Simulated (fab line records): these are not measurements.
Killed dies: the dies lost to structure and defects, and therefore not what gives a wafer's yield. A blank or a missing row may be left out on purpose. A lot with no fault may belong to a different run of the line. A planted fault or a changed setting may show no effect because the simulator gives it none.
fab line records -- flow sky130
record lots=10, wafers=30, last-day=51
route steps=708 shown PWDE@53 VT_ADJUST_LVTN@106 SONOS_ONO@185 METAL2@488
lots that met no fault: from a run of the same line without faults
start-h: start of the lot's first displayed wafer, in hours after the record's first day -- wait-h: time in hours since the lot's previous step -- " repeats the value in the row above -- L1.1+2: a single row standing in for several wafers -- - value missing, or start not given -- * or withheld: withheld -- < > ~ a bound
route shown NAME@n: a module of which the file shows steps, and the number in the route of the first -- usual: the fault-free wafers' mean and standard deviation -- same: alike in all rows -- chamber/n: place in a boat -- sites: each site's reading -- _std_site: the standard deviation of these -- _edge_site: inner sites' mean taken away from outer sites' mean -- radius-mm: for every site, how far away it sits from the centre of the wafer -- mask NAME#n: copy n -- behind: the tool/chamber that last shaped the wafer -- hold: cause of the lot's hold/its duration in hours/its outcome -- device: names the non-switching transistor (n, p or np) -- end of line: tests run on the same wafers once the route is complete -- a step without rows: its recipe alone -- killed: the dies lost at the first sort to structure and to defects; this is not the yield of the wafer -- map: the dies of a wafer, with x for killed, . for not killed, _ for no die there
set.NAME: the setting the step ran with; set.NAME@STEP: the setting that earlier step ran with -- model.NAME: the simulator's own value behind a step, which no gauge read
a sample of lots followed through the steps of the route, with each step as a table and each wafer as a row
services: from which hour (start-h, from the record's first day; less than 0 if before it) a tool's chamber was out of use, for how many hours, and why
## steps
# step SKY_PWDE_IMPLANT_08
# recipe species=B, energy-kev=150, dose-cm2=3.6e+12, tilt-deg=withheld
# usual dose-ions-cm2=3.6e+12/4.3e+09, faraday-current-uA=20.3/0.41
lot.wafer,tool,chamber,start-h,wait-h,dose-ions-cm2,faraday-current-uA
L937.1,implanter-04,0,64.00,0.0,3.597e+12,20.8
L937.2,implanter-04,0,64.00,0.0,3.6e+12,20.5
L937.4,implanter-04,0,64.00,0.0,3.6e+12,19.8
L938.1,implanter-02,0,78.14,0.0,3.594e+12,20.4
L938.3,implanter-02,0,78.14,0.0,3.597e+12,19.9
L938.6,implanter-02,0,78.14,0.0,3.595e+12,20.4
L939.3,implanter-03,0,91.04,0.1,3.599e+12,20.4
L939.4,implanter-03,0,91.04,0.1,3.606e+12,20.1
L939.6,implanter-03,0,91.04,0.1,3.607e+12,20.6
L940.1,implanter-03,0,93.74,0.0,3.596e+12,20.8
L940.4,implanter-03,0,93.74,0.0,3.595e+12,20.2
L940.5,implanter-03,0,93.74,0.0,3.594e+12,20.4
L948.1,implanter-03,0,138.25,0.0,4.394e+12,24.8
L948.5,implanter-03,0,138.25,0.0,4.392e+12,24.7
L948.6,implanter-03,0,138.25,0.0,4.384e+12,24.1
L950.1,implanter-03,0,143.97,0.0,4.389e+12,24.7
L950.4,implanter-03,0,143.97,0.0,4.391e+12,24.7
L950.6,implanter-03,0,143.97,0.0,4.39e+12,25.2
L951.1,implanter-04,0,149.82,0.0,3.596e+12,20.0
L951.2,implanter-04,0,149.82,0.0,3.601e+12,19.4
L951.6,implanter-04,0,149.82,0.0,3.597e+12,19.6
L955.3,implanter-04,0,168.64,0.1,3.598e+12,19.6
L955.4,implanter-04,0,168.64,0.1,3.604e+12,20.1
L955.6,implanter-04,0,168.64,0.1,3.607e+12,19.7
L958.3,implanter-02,0,187.14,0.1,3.603e+12,19.8
L958.4,implanter-02,0,187.14,0.1,3.606e+12,20.6
L958.5,implanter-02,0,187.14,0.1,3.603e+12,20.3
L960.2,implanter-04,0,205.05,0.0,3.601e+12,20.3
L960.5,implanter-04,0,205.05,0.0,3.605e+12,20.2
L960.6,implanter-04,0,205.05,0.0,3.597e+12,20.0
# step SKY_PWDE_TW_MEAS_10
# usual PWDE_TW=377/4.8
lot.wafer,tool,chamber,start-h,wait-h,hold,PWDE_TW
L937.1,film-metro-04,-,64.25,0.1,-,370
L937.2,film-metro-04,-,64.25,0.1,-,373
L937.4,film-metro-04,-,64.25,0.1,-,373
L938.1,film-metro-01,-,78.39,0.1,-,382
L938.3,film-metro-01,-,78.39,0.1,-,382
L938.6,film-metro-01,-,78.39,0.1,-,380
L939.3,film-metro-01,-,91.26,0.1,-,383
L939.4,film-metro-01,-,91.26,0.1,-,381
L939.6,film-metro-01,-,91.26,0.1,-,381
L940.1,film-metro-04,-,93.99,0.1,-,372
L940.4,film-metro-04,-,93.99,0.1,-,374
L940.5,film-metro-04,-,93.99,0.1,-,374
L948.1,film-metro-01,-,138.50,0.1,await-dispo/0.2h/release,409
L948.5,film-metro-01,-,138.50,0.1,await-dispo/0.2h/release,411
L948.6,film-metro-01,-,138.50,0.1,await-dispo/0.2h/release,409
L948.1,film-metro-01,-,138.73,0.2,-,411
L948.5,film-metro-01,-,138.73,0.2,-,410
L948.6,film-metro-01,-,138.73,0.2,-,409
L950.1,film-metro-04,-,144.22,0.1,-,395
L950.4,film-metro-04,-,144.22,0.1,-,395
L950.6,film-metro-04,-,144.22,0.1,-,395
L951.1,film-metro-04,-,150.11,0.1,-,370
L951.2,film-metro-04,-,150.11,0.1,-,373
L951.6,film-metro-04,-,150.11,0.1,-,374
L955.3,film-metro-04,-,168.87,0.1,-,375
L955.4,film-metro-04,-,168.87,0.1,-,374
L955.6,film-metro-04,-,168.87,0.1,-,375
L958.3,film-metro-02,-,187.36,0.1,-,377
L958.4,film-metro-02,-,187.36,0.1,-,375
L958.5,film-metro-02,-,187.36,0.1,-,377
L960.2,film-metro-04,-,205.28,0.1,-,374
L960.5,film-metro-04,-,205.28,0.1,-,373
L960.6,film-metro-04,-,205.28,0.1,-,373
# step SKY_NWELL_RS_MEAS_31
# recipe thk-meas-gauge=four-point-probe
# usual PWDE_RS=5283/19
lot.wafer,tool,chamber,start-h,wait-h,hold,PWDE_RS[ohm/sq]
L937.1,film-metro-02,-,96.77,0.1,-,5264
L937.2,film-metro-02,-,96.77,0.1,-,5268
L937.4,film-metro-02,-,96.77,0.1,-,5276
L938.1,film-metro-04,-,113.80,0.1,-,5300
L938.3,film-metro-04,-,113.80,0.1,-,5290
L938.6,film-metro-04,-,113.80,0.1,-,5303
L939.3,film-metro-02,-,126.46,0.1,-,5295
L939.4,film-metro-02,-,126.46,0.1,-,5282
L939.6,film-metro-02,-,126.46,0.1,-,5287
L940.1,film-metro-04,-,130.62,0.1,-,5249
L940.4,film-metro-04,-,130.62,0.1,-,5258
L940.5,film-metro-04,-,130.62,0.1,-,5273
L948.1,film-metro-02,-,178.45,0.1,await-dispo/0.2h/release,4491
L948.5,film-metro-02,-,178.45,0.1,await-dispo/0.2h/release,4508
L948.6,film-metro-02,-,178.45,0.1,await-dispo/0.2h/release,4511
L948.1,film-metro-02,-,178.74,0.3,-,4483
L948.5,film-metro-02,-,178.74,0.3,-,4513
L948.6,film-metro-02,-,178.74,0.3,-,4517
L950.1,film-metro-01,-,184.52,0.1,await-dispo/0.2h/release,4521
L950.4,film-metro-01,-,184.52,0.1,await-dispo/0.2h/release,4533
L950.6,film-metro-01,-,184.52,0.1,await-dispo/0.2h/release,4523
L950.1,film-metro-01,-,184.81,0.3,-,4526
L950.4,film-metro-01,-,184.81,0.3,-,4533
L950.6,film-metro-01,-,184.81,0.3,-,4528
L951.1,film-metro-02,-,191.50,0.1,-,5256
L951.2,film-metro-02,-,191.50,0.1,-,5286
L951.6,film-metro-02,-,191.50,0.1,-,5262
L955.3,film-metro-01,-,211.48,0.1,-,5266
L955.4,film-metro-01,-,211.48,0.1,-,5248
L955.6,film-metro-01,-,211.48,0.1,-,5248
L958.3,film-metro-02,-,231.06,0.1,-,5300
L958.4,film-metro-02,-,231.06,0.1,-,5327
L958.5,film-metro-02,-,231.06,0.1,-,5298
L960.2,film-metro-02,-,250.85,0.1,-,5302
L960.5,film-metro-02,-,250.85,0.1,-,5317
L960.6,film-metro-02,-,250.85,0.1,-,5286
# step SKY_VT_ADJUST_LVTN_STRIP_09
# recipe chemistry=O2/N2, power-w=1400, pressure-mtorr=1500, platen-temp-c=withheld, o2-flow-sccm=3000, n2-flow-sccm=300, overash-fraction=0.5
# usual drypump-motor-current-A=5.7/0.45, n2-flow-sccm=299.9/0.94, oes-product-au=0.722/0.0049, strip-time-to-endpoint-s=36.91/0.1
lot.wafer,tool,chamber,start-h,wait-h,drypump-motor-current-A,n2-flow-sccm,oes-product-au,rf-hours-counter-h,strip-time-to-endpoint-s
L937.1,plasma-asher-03,1,133.04,0.1,5.9,298.2,0.714,1,37.06
L937.2,plasma-asher-03,0,133.04,0.1,5.3,300.7,0.725,1,37.03
L937.4,plasma-asher-03,1,133.04,0.1,5.9,298.7,0.727,-,37.03
L938.1,plasma-asher-01,0,150.89,0.1,5.8,299.6,0.724,47,36.93
L938.3,plasma-asher-01,1,150.89,0.1,4.9,300.0,0.720,-,36.85
L938.6,plasma-asher-01,1,150.89,0.1,5.0,300.9,0.721,-,36.91
L939.3,plasma-asher-04,1,165.82,0.1,6.1,300.2,0.717,-,36.87
L939.4,plasma-asher-04,0,165.82,0.1,6.1,301.4,0.722,-,36.77
L939.6,plasma-asher-04,1,165.82,0.1,6.1,300.6,0.714,-,36.90
L940.1,plasma-asher-03,1,169.77,0.1,5.9,301.3,0.727,5,36.83
L940.4,plasma-asher-03,1,169.77,0.1,5.9,301.8,0.716,-,36.85
L940.5,plasma-asher-03,0,169.77,0.1,5.3,300.2,0.719,-,36.73
L948.1,plasma-asher-03,1,221.17,0.1,5.9,300.6,0.731,10,36.69
L948.5,plasma-asher-03,1,221.17,0.1,6.0,299.5,0.721,-,36.90
L948.6,plasma-asher-03,0,221.17,0.1,5.3,301.0,0.722,-,37.11
L950.1,plasma-asher-01,1,227.99,0.1,5.0,300.5,0.718,54,36.79
L950.4,plasma-asher-01,1,227.99,0.1,5.0,299.3,0.722,-,36.86
L950.6,plasma-asher-01,0,227.99,0.1,5.7,300.1,0.726,-,36.89
L951.1,plasma-asher-03,0,235.77,0.1,5.3,299.9,0.718,11,36.86
L951.2,plasma-asher-03,1,235.77,0.1,5.9,299.2,0.722,11,36.92
L951.6,plasma-asher-03,1,235.77,0.1,5.9,298.6,0.715,-,36.89
L955.3,plasma-asher-04,0,257.40,0.1,6.1,301.0,0.721,-,36.83
L955.4,plasma-asher-04,1,257.40,0.1,6.1,300.2,0.721,-,36.80
L955.6,plasma-asher-04,0,257.40,0.1,6.1,300.7,0.725,-,36.89
L958.3,plasma-asher-01,1,278.92,0.1,5.0,299.4,0.712,-,36.84
L958.4,plasma-asher-01,0,278.92,0.1,5.8,298.6,0.718,-,36.89
L958.5,plasma-asher-01,1,278.92,0.1,5.0,298.8,0.722,-,36.84
L960.2,plasma-asher-03,0,301.42,0.1,5.3,300.7,0.721,18,37.03
L960.5,plasma-asher-03,1,301.42,0.1,5.9,298.7,0.722,-,37.03
L960.6,plasma-asher-03,0,301.42,0.1,5.3,299.7,0.719,-,37.06
# step SKY_SONOS_ONO_STRIP_17
# recipe chemistry=O2/N2, power-w=1400, pressure-mtorr=1500, platen-temp-c=withheld, o2-flow-sccm=3000, n2-flow-sccm=300, overash-fraction=0.5
# usual drypump-motor-current-A=5.7/0.45, n2-flow-sccm=300.0/0.9, oes-product-au=0.710/0.0046, strip-time-to-endpoint-s=14.17/0.048
lot.wafer,tool,chamber,start-h,wait-h,drypump-motor-current-A,n2-flow-sccm,oes-product-au,rf-hours-counter-h,strip-time-to-endpoint-s
L937.1,plasma-asher-01,0,269.55,0.0,5.7,300.5,0.711,58,14.17
L937.2,plasma-asher-01,1,269.55,0.0,4.9,297.9,0.714,58,14.18
L937.4,plasma-asher-01,0,269.55,0.0,5.8,300.8,0.709,-,14.22
L938.1,plasma-asher-04,0,288.99,0.0,6.1,300.3,0.715,47,14.24
L938.3,plasma-asher-04,1,288.99,0.0,6.2,299.4,0.712,-,14.25
L938.6,plasma-asher-04,1,288.99,0.0,6.2,298.7,0.712,-,14.24
L939.3,plasma-asher-01,0,310.58,0.0,5.7,301.1,0.713,-,14.14
L939.4,plasma-asher-01,1,310.58,0.0,4.9,300.9,0.707,-,14.16
L939.6,plasma-asher-01,1,310.58,0.0,4.9,300.4,0.704,-,14.12
L940.1,plasma-asher-04,0,313.33,0.0,6.1,299.4,0.706,50,14.25
L940.4,plasma-asher-04,0,313.33,0.0,6.1,300.1,0.707,-,14.23
L940.5,plasma-asher-04,1,313.33,0.0,6.1,300.4,0.704,-,14.26
L948.1,plasma-asher-04,1,384.20,0.0,6.2,300.3,0.703,57,14.11
L948.5,plasma-asher-04,1,384.20,0.0,6.2,299.6,0.715,-,14.09
L948.6,plasma-asher-04,0,384.20,0.0,6.1,300.1,0.702,-,14.10
L950.1,plasma-asher-03,1,390.60,0.0,5.9,300.3,0.707,27,14.23
L950.4,plasma-asher-03,1,390.60,0.0,5.9,302.1,0.708,-,14.28
L950.6,plasma-asher-03,0,390.60,0.0,5.3,300.6,0.713,-,14.20
L951.1,plasma-asher-03,1,397.78,0.0,5.9,299.5,0.708,28,14.15
L951.2,plasma-asher-03,0,397.78,0.0,5.3,300.8,0.712,28,14.12
L951.6,plasma-asher-03,0,397.78,0.0,5.3,300.4,0.710,-,14.17
L955.3,plasma-asher-01,0,423.28,0.0,5.7,300.9,0.705,-,14.15
L955.4,plasma-asher-01,1,423.28,0.0,4.9,300.9,0.715,-,14.17
L955.6,plasma-asher-01,1,423.28,0.0,4.9,300.9,0.711,-,14.16
L958.3,plasma-asher-03,1,452.93,0.0,5.9,298.9,0.711,-,14.16
L958.4,plasma-asher-03,0,452.93,0.0,5.3,298.4,0.709,-,14.15
L958.5,plasma-asher-03,1,452.93,0.0,5.9,299.6,0.700,-,14.18
L960.2,plasma-asher-03,0,476.80,0.0,5.3,300.9,0.710,37,14.11
L960.5,plasma-asher-03,1,476.80,0.0,5.9,300.0,0.710,-,14.13
L960.6,plasma-asher-03,0,476.80,0.0,5.3,300.5,0.714,-,14.14
# step SKY_METAL2_RS_MEAS_05
# recipe thk-meas-gauge=four-point-probe, reads=TiN_of_METAL2_SPUTTER_04+Ti_of_METAL2_SPUTTER_03+AlCu_of_METAL2_SPUTTER_02+TiN_of_METAL2_SPUTTER_01+Ti_of_METAL2_SPUTTER_00
# usual METAL2_ALCU_RS=0.1270/0.0012
lot.wafer,tool,chamber,start-h,wait-h,METAL2_ALCU_RS[ohm/sq]
L937.1,film-metro-01,-,777.44,0.0,0.1265
L937.2,film-metro-01,-,777.44,0.0,0.1275
L937.4,film-metro-01,-,777.44,0.0,0.1258
L938.1,film-metro-03,-,801.43,0.0,0.1265
L938.3,film-metro-03,-,801.43,0.0,0.1278
L938.6,film-metro-03,-,801.43,0.0,0.1270
L939.3,film-metro-03,-,820.97,0.1,0.1285
L939.4,film-metro-03,-,820.97,0.1,0.1293
L939.6,film-metro-03,-,820.97,0.1,0.1297
L940.1,film-metro-04,-,828.78,0.0,0.1277
L940.4,film-metro-04,-,828.78,0.0,0.1266
L940.5,film-metro-04,-,828.78,0.0,0.1277
L950.1,film-metro-01,-,913.35,0.0,0.1262
L950.4,film-metro-01,-,913.35,0.0,0.1264
L950.6,film-metro-01,-,913.35,0.0,0.1263
L948.1,film-metro-03,-,915.52,0.0,0.1259
L948.5,film-metro-03,-,915.52,0.0,0.1272
L948.6,film-metro-03,-,915.52,0.0,0.1265
L951.1,film-metro-01,-,917.42,0.0,0.1284
L951.2,film-metro-01,-,917.42,0.0,0.1288
L951.6,film-metro-01,-,917.42,0.0,0.1273
L955.3,film-metro-01,-,924.19,0.1,0.1270
L955.4,film-metro-01,-,924.19,0.1,0.1281
L955.6,film-metro-01,-,924.19,0.1,0.1266
L958.3,film-metro-04,-,947.15,0.1,0.1239
L958.4,film-metro-04,-,947.15,0.1,0.1244
L958.5,film-metro-04,-,947.15,0.1,0.1244
L960.2,film-metro-04,-,967.13,0.0,0.1256
L960.5,film-metro-04,-,967.13,0.0,0.1261
L960.6,film-metro-04,-,967.13,0.0,0.1266
## services
tool,chamber,start-h,hours,kind
plasma-asher-01,-,79.77,2.8,pm
implanter-04,-,87.83,8.2,pm
plasma-asher-03,-,108.75,9.0,pm
plasma-asher-03,-,109.89,1.5,repair
implanter-04,-,118.74,3.5,pm
implanter-03,-,123.24,0.8,repair
plasma-asher-01,-,137.26,1.7,repair
implanter-03,-,166.76,5.5,pm
implanter-04,-,216.68,1.1,repair
implanter-03,-,234.22,2.3,pm
plasma-asher-01,-,244.93,0.5,repair
plasma-asher-04,-,250.25,0.4,repair
plasma-asher-01,-,252.68,9.1,repair
plasma-asher-03,-,279.11,2.8,pm
implanter-04,-,287.19,2.2,repair
implanter-03,-,290.35,2.0,pm
implanter-03,-,292.36,13.6,pm
implanter-03,-,314.74,2.1,repair
implanter-04,-,326.33,1.4,repair
implanter-04,-,327.69,4.9,pm
plasma-asher-01,-,346.97,1.5,repair
implanter-03,-,354.22,2.9,repair
implanter-03,-,395.89,2.1,repair
implanter-03,-,451.35,1.1,repair
## key
first-sign step=SKY_PWDE_IMPLANT_08, reading=dose-ions-cm2, direction=up, sigmas=99+, usual=*, struck=*
effect step=SKY_PWDE_IMPLANT_08, reading=faraday-current-uA, direction=up, sigmas=11, usual=20.3, struck=24.7
effect step=SKY_PWDE_TW_MEAS_10, reading=visit, direction=added
effect step=SKY_PWDE_TW_MEAS_10, reading=PWDE_TW, direction=up, sigmas=5.4, usual=377, struck=402
effect step=SKY_NWELL_RS_MEAS_31, reading=PWDE_RS, direction=down, sigmas=41, usual=5283, struck=4515
met-at SKY_PWDE_IMPLANT_08
struck-lots L948,L950
tester-left-out L948,L950
not-acting-at SKY_VT_ADJUST_LVTN_STRIP_09,SKY_SONOS_ONO_STRIP_17,SKY_METAL2_RS_MEAS_05
onset-between 93.74 138.25
fault kind=process-parameter-drift, tool=implanter-03, chamber=-, onset-h=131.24, steps=SKY_PWDE_IMPLANT_08, channel=dose-cm2, offset=*, shape=step, end-h=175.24, acts-in=*, stated=*
# tester-left-out: of these lots the tester's yield and bins aren't shown, on N5 and GAA mostly nor the transistor test; their killed dies are dies lost to structure and defects alone, not to doping, threshold or leakage, so they don't give the yield
